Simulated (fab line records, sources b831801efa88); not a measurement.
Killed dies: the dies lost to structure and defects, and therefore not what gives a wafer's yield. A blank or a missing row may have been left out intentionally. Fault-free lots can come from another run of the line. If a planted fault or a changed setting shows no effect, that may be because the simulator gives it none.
Which tool did it? -- flow sky130 -- 13 lots with 38 wafers sampled at 4 steps, on a route of 708 steps

## WHAT EACH GAUGE READ, for each wafer
SKY_PASSIVATION_THK_MEAS_03.
lot,measured,on,PASSIVATION_CVD_02_THK (nm)
L144,day 43 16:37,film-metro-03,526 549 537
L145,day 44 05:23,film-metro-04,531 529 544
L147,day 44 16:20,film-metro-03,536 549 550
L148,day 44 23:28,film-metro-04,537 528 545
L151,day 45 23:31,film-metro-02,542 537 550
L152,day 46 01:21,film-metro-03,544 554 545
L155,day 47 15:15,film-metro-04,541 534 531
L157,day 47 15:55,film-metro-02,532 534
L162,day 48 13:40,film-metro-04,529 538 543
L163,day 48 19:02,film-metro-02,539 542 547
L166,day 49 14:30,film-metro-03,534 548 557
L165,day 49 15:04,film-metro-03,551 556 549
L167,day 49 15:35,film-metro-03,542 536 544

SKY_PAD_OPEN_BOW_MEAS_13.
lot,measured,on,PAD_OPEN_BOW (um)
L144,day 45 14:45,film-metro-01,53 42 56
L145,day 46 02:08,film-metro-04,55 62 61
L147,day 46 11:05,film-metro-01,45 58 48
L148,day 46 19:49,film-metro-04,39 30 52
L151,day 47 17:40,film-metro-04,50 36 47
L152,day 47 19:19,film-metro-04,47 47 52
L155,day 49 07:11,film-metro-01,48 54 52
L157,day 49 08:24,film-metro-02,54 40
L162,day 50 03:33,film-metro-04,40 34 40
L163,day 50 07:58,film-metro-01,46 53 62
L166,day 51 01:40,film-metro-02,46 34 50
L165,day 51 02:17,film-metro-04,45 42 57
L167,day 51 03:08,film-metro-04,57 46 43

## WHAT TOOL EACH LOT RAN ON (gives the tool, then ch and the chambers of the sampled wafers, and finally the start)
lot,SKY_CONTACT_CMP_04,SKY_VIA4_CMP_02
L144,"cmp-01 ch 0,3, day 30 08:12","cmp-01 ch 0,1,2, day 41 16:06"
L145,"cmp-01 ch 1,3, day 30 23:14","cmp-02 ch 0,1,3, day 42 04:37"
L147,"cmp-01 ch 0,1,2, day 31 11:54","cmp-01 ch 0,1,2, day 42 17:00"
L148,"cmp-01 ch 2,3, day 31 15:34","cmp-02 ch 0,1, day 42 23:24"
L151,"cmp-01 ch 2,3, day 32 23:28","cmp-02 ch 0,3, day 44 01:26"
L152,"cmp-02 ch 0,1,2, day 33 04:11","cmp-01 ch 0,3, day 44 04:52"
L155,"cmp-01 ch 0,1,3, day 35 03:33","cmp-02 ch 0,1,2, day 45 20:32"
L157,"cmp-02 ch 2,3, day 35 04:16","cmp-02 ch 1,2, day 45 21:20"
L162,"cmp-02 ch 0,1, day 36 09:07","cmp-01 ch 0,1,2, day 46 20:09"
L163,"cmp-02 ch 0,1,2, day 36 15:05","cmp-01 ch 1,2,3, day 47 01:17"
L166,"cmp-02 ch 0,2,3, day 37 16:59","cmp-01 ch 0,1, day 47 22:27"
L165,"cmp-01 ch 1,2,3, day 37 17:38","cmp-02 ch 0,1, day 47 22:42"
L167,"cmp-01 ch 0,2,3, day 37 19:50","cmp-01 ch 1,2,3, day 47 23:38"
- SKY_CONTACT_CMP_04: polishes SiO2.
- SKY_VIA4_CMP_02: polishes SiO2.

## WHAT THE TOOLS THEMSELVES READ (means of the sampled wafers that have a number; where no wafer has one, the mark that the record gives instead)
SKY_CONTACT_CMP_04.
lot,tool,motor-current-A (A),time-to-endpoint-s (s)
L144,cmp-01,12.5,82
L145,cmp-01,13.2,86
L147,cmp-01,12.8,83
L148,cmp-01,12.9,79
L151,cmp-01,13.2,84
L152,cmp-02,12.2,82
L155,cmp-01,12.6,90
L157,cmp-02,13.1,82
L162,cmp-02,12.2,78
L163,cmp-02,12.5,80
L166,cmp-02,12.7,84
L165,cmp-01,13.3,86
L167,cmp-01,13.0,84

SKY_VIA4_CMP_02.
lot,tool,motor-current-A (A)
L144,cmp-01,12.4
L145,cmp-02,12.4
L147,cmp-01,12.7
L148,cmp-02,12.1
L151,cmp-02,12.9
L152,cmp-01,12.9
L155,cmp-02,12.6
L157,cmp-02,12.6
L162,cmp-01,12.9
L163,cmp-01,13.1
L166,cmp-01,12.6
L165,cmp-02,11.9
L167,cmp-01,12.7

## THE ANSWER, worked out from the rows above alone
Rule: the usual values come from the lots themselves. Put in order of their means at a reading, lots are off if they are a third of the lots or fewer, leave a main group of 4 or more, and stand apart from it by a gap of 3 or more times the standard deviation of the main group's means; of several such gaps the widest counts. If all means in a main group match to the digits the tables above print for the reading, that group is not used. A lot without any number at a reading at which 4 lots or more have one is off too. Any other lot the step has rows for is counted as sound. First the gauges in route order, then the tools' own readings, where a lot's mean is used as printed above. At the first step where some lot is off, the reading lying furthest off is the one used; lots without a number count as furthest.
Across all readings shown, no lot is off: no conclusion can be drawn from this.

## WHAT HAD BEEN PUT IN BY THE SIMULATOR
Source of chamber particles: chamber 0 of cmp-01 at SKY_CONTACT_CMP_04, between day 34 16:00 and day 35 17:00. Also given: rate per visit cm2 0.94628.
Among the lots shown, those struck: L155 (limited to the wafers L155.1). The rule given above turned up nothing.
